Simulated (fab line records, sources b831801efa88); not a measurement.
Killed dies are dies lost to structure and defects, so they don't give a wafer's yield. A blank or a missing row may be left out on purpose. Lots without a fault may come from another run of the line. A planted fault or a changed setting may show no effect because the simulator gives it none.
Problem report in the 8D (eight disciplines) form, filled by code | flow gf180mcu | the parts of the form that need people (team, actions taken, sign-off) are left out

1. THE PROBLEM
cd_nm at GF_V4_CD_MEAS_14 reads a mean of 248.2 nm on 9 wafers of 3 lots; wafers without a fault read 259.9 nm with a standard deviation of 1.2. That is -9.7 standard deviations from the usual mean.
The step: target cd 260 nm.
First seen on wafer L952.2, day 28 07:08, on cd_sem-01. The record holds 39 wafers of 13 lots with a number at this step. Rule for "out", or "out of limits": more than 4 standard deviations from the usual mean. The other wafers with a number count as sound.

2. WHAT IT IS AND WHAT IT IS NOT
question                    | is                     | is not
which readings at this step | cd_nm                  | -
which lots                  | L952, L953, L954       | L940, L942, L944, L948, L949, L950, L951, L959, L962, L963
which wafers of those lots  | all that have a number | -
read on which gauges        | cd_sem-01              | cd_sem-02
when                        | from day 28 07:08      | up to then (21 sound wafers); but 9 sound wafers of L959, L962, L963 came after

3. SUSPECTS, AND WHAT RULES EACH OUT
Counting: a tool at a process step up to the reading stays a suspect if it ran every lot that is out and no sound lot after the first of them.
- the gauge at GF_V4_CD_MEAS_14: ruled out. All the wafers that are out were read on cd_sem-01, but those of them that GF_V4_PEB_12 has rows for are out there too, on other tools.
- litho_track-02 at GF_V4_PEB_12 (peb time 90 s): kept. It ran every lot that is out, first L952 (day 28 06:48), and no sound lot after that; its last sound lot up to then is L950 (day 27 18:35). Its own readings are out on those wafers: heater_power_total_W.
Left after counting: litho_track-02 at GF_V4_PEB_12.

4. THE CAUSE (what the simulator had put in)
Process parameter drift: litho_track-02, from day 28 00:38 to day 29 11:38, at GF_V4_PEB_12. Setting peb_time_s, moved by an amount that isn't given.
Counting left only this tool.

5. THE CHAIN OF EFFECTS, in route order
Each row: a reading whose mean over the struck wafers that have a number lies more than 3 standard deviations from the usual. Only readings for which the record gives a usual standard deviation are gone through. hours: the time from each lot's start at the first step in this table that gives one to its start at this step, as a median over the lots. sigmas: the change in usual standard deviations.
hours | step             | reading              | usual    | on struck wafers | change | sigmas
0     | GF_V4_PEB_12     | heater_power_total_W | 85.70 W  | 98.26            | +12.56 | +99 or more
0     | GF_V4_CD_MEAS_14 | cd_nm                | 259.9 nm | 248.2            | -11.7  | -9.7
The process steps in it:
- GF_V4_PEB_12: peb time 90 s.

6. WHAT WOULD HAVE CAUGHT IT SOONER
In this record the first reading out of limits at a measuring or inspecting step was taken at day 28 07:08, 6 hours after the fault began at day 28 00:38.
The tool's own readings at GF_V4_PEB_12 were out on every struck wafer that the step has a row for (heater_power_total_W): an alarm limit on them would have fired on the first of those.
Of the lots that are out (3), L953, L954 began GF_V4_PEB_12 on litho_track-02 after day 28 07:08. A hold on the tool at that time would have spared those 2.
